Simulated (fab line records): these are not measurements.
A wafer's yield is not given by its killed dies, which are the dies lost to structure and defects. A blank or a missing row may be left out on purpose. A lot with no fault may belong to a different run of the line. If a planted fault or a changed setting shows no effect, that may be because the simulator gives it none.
Which tool was responsible?    flow gf180mcu    7 lots, 21 wafers sampled, at 2 steps of a route of 602

WHAT THE GAUGES SHOWED, per wafer
GF_CONTACT_THK_MEAS_01.
lot   measured      on            CONTACT_CVD_00_THK (nm)
L275  day 15 16:49  filmMetro-01  302 298 301
L277  day 16 04:57  filmMetro-01  294 298 299
L281  day 18 03:29  filmMetro-04  301 296 299
L284  day 19 08:30  filmMetro-04  299 299 296
L290  day 21 01:03  filmMetro-04  300 298 301
L293  day 22 13:20  filmMetro-04  292 302 297
L296  day 23 22:26  filmMetro-04  302 299 290

WHICH TOOL RAN EACH LOT (tool, then ch and the chambers of the sampled wafers, then the start)
lot   GF_VT_IMPLANT_RTA_45
L275  rtpAnneal-01 ch 0, day 7 22:32
L277  rtpAnneal-02 ch 0, day 8 10:36
L281  rtpAnneal-01 ch 0, day 9 16:33
L284  rtpAnneal-02 ch 0, day 10 18:32
L290  rtpAnneal-01 ch 0, day 12 03:03
L293  rtpAnneal-01 ch 0, day 13 11:05
L296  rtpAnneal-02 ch 0, day 14 13:59
- GF_VT_IMPLANT_RTA_45: time 30 s.

THE ANSWER, worked out from the rows above alone
Rule: usual is defined by the lots themselves. Put in order of their means at a reading, lots are off if they are a third of the lots or fewer, leave a main group of 4 or more, and stand apart from it by a gap of 3 or more times the standard deviation of the main group's means; of several such gaps the widest counts. If all means in a main group match to the digits the tables above print for the reading, that group is not used. Also off: a lot with no number at a reading for which 4 or more lots have one. Where the step has rows for the other lots, those lots are counted as sound.
Nothing can be told from this: no lot is off at any reading shown.

WHAT THE SIMULATOR HAD INSERTED
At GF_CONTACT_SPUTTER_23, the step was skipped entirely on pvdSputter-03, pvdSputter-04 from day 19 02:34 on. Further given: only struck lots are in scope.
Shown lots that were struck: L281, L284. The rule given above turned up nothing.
